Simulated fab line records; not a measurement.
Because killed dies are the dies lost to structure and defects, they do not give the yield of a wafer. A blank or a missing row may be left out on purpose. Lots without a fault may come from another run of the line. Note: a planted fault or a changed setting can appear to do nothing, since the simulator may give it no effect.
fab line records + flow sky130
record
- lots=13
- wafers=39
- lastDay=50
route steps=708 shown GATE_OXIDE@197 LDD_N@244 LDD_HVN@275 LDD_LDN@301
lots that met no fault: taken from a fault-free run of the same line
startH: start of the lot's first displayed wafer, in hours after the record's first day + waitH: time in hours since the lot's previous step + " same as the row above + L1.1+2: several wafers, shown together as one row + - no value, or no start was given + * or withheld: withheld + < > ~ a bound
route shown NAME@n: names a module that has steps shown in the file, with the first one's number in the route + usual: mean/standard deviation taken from wafers without a fault + same: alike in all rows + chamber/n: place in a boat + sites: the reading at each site + _std_site: the standard deviation of these + _edge_site: mean of outer sites minus mean of inner sites + radiusMm: how far each site lies from the wafer's centre + mask NAME#n: copy n + behind: the last tool/chamber to shape the wafer + hold: why the lot went on hold/how many hours it stayed there/how the hold came to an end + device: names the non-switching transistor (n, p or np) + end of line: at the end of the route, the tests of the same wafers + step lacking rows: just its recipe + killed: dies that structure and defects cost at the first sort, which is not the same as the wafer's yield + map: shows each die of a wafer: x if killed, . if not, _ if none is there
set.NAME: the setting that was run; set.NAME@STEP: the one run at that earlier step + model.NAME: the simulator's own value behind a step, which no gauge read
the route's steps for a sample of lots (tables are steps, rows are wafers)
services: when a tool's chamber went out of use (startH, in hours from the record's first day, below 0 if earlier), for how many hours, and the reason
## steps
# step SKY_GATE_OXIDE_OVL_MEAS_10
# usual
- GATE_OXIDE_OVL=0.5/1.5
| lot.wafer | tool       | chamber | startH | waitH | GATE_OXIDE_OVL[nm] |
|-----------|------------|---------|--------|-------|--------------------|
| L994.1    | overlay-02 | -       | 293.72 | 0.1   | 2.3                |
| L994.3    | "          | -       | "      | "     | 2.7                |
| L994.5    | "          | -       | "      | "     | 3.7                |
| L995.4    | overlay-01 | -       | 307.28 | 0.1   | -2.9               |
| L995.5    | "          | -       | "      | "     | -2.1               |
| L995.6    | "          | -       | "      | "     | -0.8               |
| L997.2    | overlay-01 | -       | 327.72 | 0.1   | 1.0                |
| L997.3    | "          | -       | "      | "     | 0.4                |
| L997.6    | "          | -       | "      | "     | -1.8               |
| L999.3    | overlay-02 | -       | 356.88 | 0.1   | 2.2                |
| L999.4    | "          | -       | "      | "     | 2.2                |
| L999.6    | "          | -       | "      | "     | 2.7                |
| L100.2    | overlay-02 | -       | 366.57 | 0.1   | -1.0               |
| L100.3    | "          | -       | "      | "     | -0.1               |
| L100.4    | "          | -       | "      | "     | -1.5               |
| L102.1    | overlay-02 | -       | 385.36 | 0.1   | -0.1               |
| L102.2    | "          | -       | "      | "     | 1.6                |
| L102.5    | "          | -       | "      | "     | 1.1                |
| L103.1    | overlay-01 | -       | 389.42 | 0.1   | 0.2                |
| L103.3    | "          | -       | "      | "     | 0.4                |
| L103.5    | "          | -       | "      | "     | -2.5               |
| L105.3    | overlay-01 | -       | 394.52 | 0.1   | 1.2                |
| L105.4    | "          | -       | "      | "     | 1.0                |
| L105.6    | "          | -       | "      | "     | 0.3                |
| L109.2    | overlay-01 | -       | 434.47 | 0.1   | -1.8               |
| L109.4    | "          | -       | "      | "     | -1.5               |
| L109.5    | "          | -       | "      | "     | -2.8               |
| L111.2    | overlay-02 | -       | 444.36 | 0.1   | -0.7               |
| L111.4    | "          | -       | "      | "     | -2.7               |
| L111.5    | "          | -       | "      | "     | -2.1               |
| L114.3    | overlay-02 | -       | 496.58 | 0.1   | 1.7                |
| L114.4    | "          | -       | "      | "     | 1.4                |
| L114.5    | "          | -       | "      | "     | 3.5                |
| L116.1    | overlay-01 | -       | 514.12 | 0.1   | 0.9                |
| L116.3    | "          | -       | "      | "     | -0.4               |
| L116.6    | "          | -       | "      | "     | 0.0                |
| L117.1    | overlay-02 | -       | 516.02 | 0.1   | 0.9                |
| L117.2    | "          | -       | "      | "     | 1.5                |
| L117.3    | "          | -       | "      | "     | 1.5                |
# step SKY_LDD_N_OVL_MEAS_07
# usual
- LDD_N_OVL=0.5/1.5
| lot.wafer | tool       | chamber | startH | waitH | LDD_N_OVL[nm] |
|-----------|------------|---------|--------|-------|---------------|
| L994.1    | overlay-02 | -       | 385.79 | 0.1   | -3.9          |
| L994.3    | "          | -       | "      | "     | -2.0          |
| L994.5    | "          | -       | "      | "     | -2.5          |
| L995.4    | overlay-02 | -       | 399.89 | 0.1   | -0.3          |
| L995.5    | "          | -       | "      | "     | 0.0           |
| L995.6    | "          | -       | "      | "     | 0.5           |
| L997.2    | overlay-02 | -       | 420.33 | 0.1   | 1.8           |
| L997.3    | "          | -       | "      | "     | 2.1           |
| L997.6    | "          | -       | "      | "     | 2.8           |
| L999.3    | overlay-02 | -       | 454.77 | 0.1   | -0.1          |
| L999.4    | "          | -       | "      | "     | 2.0           |
| L999.6    | "          | -       | "      | "     | 1.0           |
| L100.2    | overlay-02 | -       | 465.07 | 0.1   | 3.1           |
| L100.3    | "          | -       | "      | "     | 1.0           |
| L100.4    | "          | -       | "      | "     | 2.1           |
| L102.1    | overlay-02 | -       | 484.06 | 0.1   | 0.1           |
| L102.2    | "          | -       | "      | "     | 1.3           |
| L102.5    | "          | -       | "      | "     | 0.7           |
| L103.1    | overlay-01 | -       | 491.44 | 0.1   | -0.7          |
| L103.3    | "          | -       | "      | "     | 1.0           |
| L103.5    | "          | -       | "      | "     | 0.2           |
| L105.3    | overlay-02 | -       | 495.12 | 0.1   | 0.0           |
| L105.4    | "          | -       | "      | "     | -1.2          |
| L105.6    | "          | -       | "      | "     | 0.4           |
| L109.2    | overlay-01 | -       | 534.24 | 0.1   | -2.2          |
| L109.4    | "          | -       | "      | "     | -1.3          |
| L109.5    | "          | -       | "      | "     | -1.9          |
| L111.2    | overlay-02 | -       | 541.84 | 0.1   | 1.1           |
| L111.4    | "          | -       | "      | "     | 0.8           |
| L111.5    | "          | -       | "      | "     | 0.4           |
| L114.3    | overlay-01 | -       | 591.72 | 0.1   | 0.5           |
| L114.4    | "          | -       | "      | "     | 0.2           |
| L114.5    | "          | -       | "      | "     | 0.3           |
| L116.1    | overlay-02 | -       | 610.32 | 0.1   | 2.1           |
| L116.3    | "          | -       | "      | "     | 3.9           |
| L116.6    | "          | -       | "      | "     | 3.7           |
| L117.1    | overlay-01 | -       | 617.94 | 0.1   | -1.3          |
| L117.2    | "          | -       | "      | "     | -0.1          |
| L117.3    | "          | -       | "      | "     | -1.2          |
# step SKY_LDD_HVN_IMPLANT_08
# recipe
- species=P
- energyKev=60
- doseCm2=3e+13
- tiltDeg=40
# usual
- faradayCurrentUA=169/3.5
| lot.wafer | tool         | chamber | startH | waitH | faradayCurrentUA |
|-----------|--------------|---------|--------|-------|------------------|
| L994.1    | implanter-03 | 0       | 447.80 | 0.0   | 167              |
| L994.3    | "            | 0       | "      | "     | 177              |
| L994.5    | "            | 0       | "      | "     | 175              |
| L995.4    | implanter-03 | 0       | 462.67 | 0.1   | 169              |
| L995.5    | "            | 0       | "      | "     | 172              |
| L995.6    | "            | 0       | "      | "     | 168              |
| L997.2    | implanter-01 | 0       | 483.17 | 0.0   | 170              |
| L997.3    | "            | 0       | "      | "     | 168              |
| L997.6    | "            | 0       | "      | "     | 170              |
| L999.3    | implanter-04 | 0       | 516.87 | 0.2   | 165              |
| L999.4    | "            | 0       | "      | "     | 164              |
| L999.6    | "            | 0       | "      | "     | 169              |
| L100.2    | implanter-04 | 0       | 526.32 | 0.0   | 169              |
| L100.3    | "            | 0       | "      | "     | 166              |
| L100.4    | "            | 0       | "      | "     | 171              |
| L102.1    | implanter-03 | 0       | 545.75 | 0.0   | 168              |
| L102.2    | "            | 0       | "      | "     | 175              |
| L102.5    | "            | 0       | "      | "     | 168              |
| L103.1    | implanter-03 | 0       | 552.80 | 0.0   | 168              |
| L103.3    | "            | 0       | "      | "     | 163              |
| L103.5    | "            | 0       | "      | "     | 171              |
| L105.3    | implanter-01 | 0       | 557.05 | 0.1   | 166              |
| L105.4    | "            | 0       | "      | "     | 174              |
| L105.6    | "            | 0       | "      | "     | 156              |
| L109.2    | implanter-03 | 0       | 594.47 | 0.0   | 168              |
| L109.4    | "            | 0       | "      | "     | 169              |
| L109.5    | "            | 0       | "      | "     | 170              |
| L111.2    | implanter-03 | 0       | 601.72 | 0.0   | 169              |
| L111.4    | "            | 0       | "      | "     | 163              |
| L111.5    | "            | 0       | "      | "     | 171              |
| L114.3    | implanter-04 | 0       | 651.34 | 0.1   | 171              |
| L114.4    | "            | 0       | "      | "     | 167              |
| L114.5    | "            | 0       | "      | "     | 163              |
| L116.1    | implanter-01 | 0       | 668.10 | 0.0   | 171              |
| L116.3    | "            | 0       | "      | "     | 172              |
| L116.6    | "            | 0       | "      | "     | 165              |
| L117.1    | implanter-01 | 0       | 674.09 | 0.0   | 162              |
| L117.2    | "            | 0       | "      | "     | 168              |
| L117.3    | "            | 0       | "      | "     | 171              |
# step SKY_LDD_HVN_TW_MEAS_10
# usual
- LDD_HVN_TW=1435/9.8
| lot.wafer | tool         | chamber | startH | waitH | LDD_HVN_TW |
|-----------|--------------|---------|--------|-------|------------|
| L994.1    | filmMetro-02 | -       | 448.05 | 0.1   | 1439       |
| L994.3    | "            | -       | "      | "     | 1443       |
| L994.5    | "            | -       | "      | "     | 1449       |
| L995.4    | filmMetro-01 | -       | 462.88 | 0.1   | 1417       |
| L995.5    | "            | -       | "      | "     | 1421       |
| L995.6    | "            | -       | "      | "     | 1417       |
| L997.2    | filmMetro-04 | -       | 483.41 | 0.1   | 1428       |
| L997.3    | "            | -       | "      | "     | 1437       |
| L997.6    | "            | -       | "      | "     | 1437       |
| L999.3    | filmMetro-02 | -       | 517.09 | 0.1   | 1435       |
| L999.4    | "            | -       | "      | "     | 1437       |
| L999.6    | "            | -       | "      | "     | 1437       |
| L100.2    | filmMetro-02 | -       | 526.56 | 0.1   | 1432       |
| L100.3    | "            | -       | "      | "     | 1439       |
| L100.4    | "            | -       | "      | "     | 1447       |
| L102.1    | filmMetro-04 | -       | 546.00 | 0.1   | 1437       |
| L102.2    | "            | -       | "      | "     | 1438       |
| L102.5    | "            | -       | "      | "     | 1430       |
| L103.1    | filmMetro-01 | -       | 553.05 | 0.1   | 1425       |
| L103.3    | "            | -       | "      | "     | 1425       |
| L103.5    | "            | -       | "      | "     | 1413       |
| L105.3    | filmMetro-04 | -       | 557.27 | 0.1   | 1431       |
| L105.4    | "            | -       | "      | "     | 1432       |
| L105.6    | "            | -       | "      | "     | 1431       |
| L109.2    | filmMetro-04 | -       | 594.71 | 0.1   | 1377       |
| L109.4    | "            | -       | "      | "     | 1374       |
| L109.5    | "            | -       | "      | "     | 1381       |
| L111.2    | filmMetro-02 | -       | 601.96 | 0.1   | 1377       |
| L111.4    | "            | -       | "      | "     | 1378       |
| L111.5    | "            | -       | "      | "     | 1385       |
| L114.3    | filmMetro-02 | -       | 651.56 | 0.1   | 1436       |
| L114.4    | "            | -       | "      | "     | 1440       |
| L114.5    | "            | -       | "      | "     | 1445       |
| L116.1    | filmMetro-02 | -       | 668.35 | 0.1   | 1444       |
| L116.3    | "            | -       | "      | "     | 1430       |
| L116.6    | "            | -       | "      | "     | 1440       |
| L117.1    | filmMetro-01 | -       | 674.34 | 0.1   | 1416       |
| L117.2    | "            | -       | "      | "     | 1423       |
| L117.3    | "            | -       | "      | "     | 1416       |
# step SKY_LDD_LDN_STRIP_12
# recipe
- chemistry=O2/N2
- powerW=1400
- pressureMtorr=1500
- platenTempC=withheld
- o2FlowSccm=3000
- n2FlowSccm=300
- overashFraction=0.5
# usual
- drypumpMotorCurrentA=5.87/0.26
- oesProductAu=0.715/0.0044
- stripTimeToEndpointS=14.17/0.034
# same
- overashFraction=0.5
| lot.wafer | tool           | chamber | startH | waitH | drypumpMotorCurrentA | oesProductAu | rfHoursCounterH | stripTimeToEndpointS |
|-----------|----------------|---------|--------|-------|----------------------|--------------|-----------------|----------------------|
| L994.1    | plasmaAsher-04 | 1       | 509.50 | 0.1   | 5.96                 | 0.706        | 89              | 14.13                |
| L994.3    | "              | 0       | "      | "     | 5.59                 | 0.710        | -               | 14.12                |
| L994.5    | "              | 1       | "      | "     | 5.96                 | 0.720        | -               | 14.12                |
| L995.4    | plasmaAsher-03 | 0       | 524.71 | 0.1   | 5.36                 | 0.717        | -               | 14.13                |
| L995.5    | "              | 1       | "      | "     | 6.44                 | 0.717        | -               | 14.14                |
| L995.6    | "              | 0       | "      | "     | 5.37                 | 0.719        | -               | 14.14                |
| L997.2    | plasmaAsher-02 | 1       | 545.07 | 0.1   | 6.13                 | 0.715        | 12              | 14.16                |
| L997.3    | "              | 1       | "      | "     | 6.11                 | 0.719        | -               | 14.15                |
| L997.6    | "              | 1       | "      | "     | 6.12                 | 0.713        | -               | 14.20                |
| L999.3    | plasmaAsher-04 | 1       | 576.96 | 0.1   | 5.92                 | 0.717        | -               | 14.20                |
| L999.4    | "              | 0       | "      | "     | 5.59                 | 0.722        | -               | 14.20                |
| L999.6    | "              | 0       | "      | "     | 5.58                 | 0.713        | -               | 14.20                |
| L100.2    | plasmaAsher-04 | 1       | 586.07 | 0.1   | 5.94                 | 0.720        | 96              | 14.17                |
| L100.3    | "              | 1       | "      | "     | 5.93                 | 0.715        | -               | 14.18                |
| L100.4    | "              | 0       | "      | "     | 5.58                 | 0.714        | -               | 14.16                |
| L102.1    | plasmaAsher-02 | 0       | 604.31 | 0.1   | 5.86                 | 0.713        | 17              | 14.18                |
| L102.2    | "              | 1       | "      | "     | 6.12                 | 0.712        | 17              | 14.17                |
| L102.5    | "              | 0       | "      | "     | 5.86                 | 0.713        | -               | 14.17                |
| L103.1    | plasmaAsher-04 | 0       | 612.27 | 0.1   | 5.57                 | 0.720        | 99              | 14.20                |
| L103.3    | "              | 1       | "      | "     | 5.92                 | 0.719        | -               | 14.16                |
| L103.5    | "              | 1       | "      | "     | 5.92                 | 0.711        | -               | 14.16                |
| L105.3    | plasmaAsher-04 | 1       | 615.44 | 0.1   | 5.93                 | 0.718        | -               | 14.14                |
| L105.4    | "              | 0       | "      | "     | 5.57                 | 0.710        | -               | 14.15                |
| L105.6    | "              | 1       | "      | "     | 5.91                 | 0.711        | -               | 14.14                |
| L109.2    | plasmaAsher-03 | 0       | 653.75 | 0.1   | 5.38                 | 0.710        | 50              | 14.15                |
| L109.4    | "              | 1       | "      | "     | 6.45                 | 0.720        | -               | 14.17                |
| L109.5    | "              | 0       | "      | "     | 5.40                 | 0.719        | -               | 14.14                |
| L111.2    | plasmaAsher-04 | 0       | 658.46 | 0.1   | 5.56                 | 0.726        | 104             | 14.15                |
| L111.4    | "              | 0       | "      | "     | 5.61                 | 0.722        | -               | 14.20                |
| L111.5    | "              | 0       | "      | "     | 5.55                 | 0.711        | -               | 14.16                |
| L114.3    | plasmaAsher-02 | 0       | 706.53 | 0.1   | 5.85                 | 0.720        | -               | 14.13                |
| L114.4    | "              | 1       | "      | "     | 6.15                 | 0.717        | -               | 14.15                |
| L114.5    | "              | 0       | "      | "     | 5.85                 | 0.718        | -               | 14.15                |
| L116.1    | plasmaAsher-04 | 0       | 722.60 | 0.1   | 5.58                 | 0.716        | 110             | 14.22                |
| L116.3    | "              | 1       | "      | "     | 5.95                 | 0.718        | -               | 14.23                |
| L116.6    | "              | 0       | "      | "     | 5.59                 | 0.719        | -               | 14.22                |
| L117.1    | plasmaAsher-03 | 1       | 729.11 | 0.1   | 6.46                 | 0.715        | 57              | 14.10                |
| L117.2    | "              | 0       | "      | "     | 5.39                 | 0.712        | 57              | 14.07                |
| L117.3    | "              | 1       | "      | "     | 6.43                 | 0.720        | -               | 14.07                |
## services
| tool           | chamber | startH | hours | kind   |
|----------------|---------|--------|-------|--------|
| plasmaAsher-02 | 0       | 430.27 | -     | clean  |
| plasmaAsher-02 | 1       | 430.27 | -     | clean  |
| plasmaAsher-02 | -       | 444.39 | 0.4   | repair |
| plasmaAsher-03 | -       | 480.24 | 14.7  | repair |
| implanter-01   | -       | 498.74 | 3.4   | repair |
| plasmaAsher-03 | -       | 506.24 | 0.6   | repair |
| implanter-03   | -       | 513.12 | 3.7   | pm     |
| implanter-03   | -       | 531.44 | 6.9   | repair |
| implanter-04   | -       | 579.69 | 4.3   | repair |
| implanter-01   | -       | 622.93 | 3.5   | pm     |
| implanter-01   | -       | 629.99 | 1.0   | repair |
| implanter-01   | -       | 645.76 | 4.9   | repair |
| implanter-04   | -       | 655.76 | 3.0   | repair |
| plasmaAsher-03 | -       | 662.69 | 1.1   | repair |
| plasmaAsher-02 | -       | 692.52 | 2.8   | pm     |
| implanter-03   | -       | 697.37 | 5.0   | pm     |
| plasmaAsher-04 | -       | 697.66 | 2.4   | repair |
| plasmaAsher-03 | -       | 715.79 | 4.5   | repair |
| plasmaAsher-02 | -       | 725.45 | 1.5   | repair |
## key
firstSign
- step=SKY_LDD_HVN_TW_MEAS_10
- reading=LDD_HVN_TW
- direction=down
- sigmas=5.8
- usual=1435
- struck=1379
effect none on later readings
metAt SKY_LDD_HVN_IMPLANT_08
struckLots L109,L111
testerLeftOut L109,L111
notActingAt SKY_GATE_OXIDE_OVL_MEAS_10,SKY_LDD_N_OVL_MEAS_07,SKY_LDD_LDN_STRIP_12
onsetBetween 552.80 594.47
fault
- kind=processParameterDrift
- tool=implanter-03
- chamber=-
- onsetH=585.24
- steps=SKY_LDD_HVN_IMPLANT_08
- channel=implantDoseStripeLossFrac
- offset=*
- shape=step
- endH=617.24
# testerLeftOut: of these lots the tester's yield and bins aren't shown, on N5 and GAA mostly nor the transistor test; their killed dies are dies lost to structure and defects alone, not to doping, threshold or leakage, so they don't give the yield
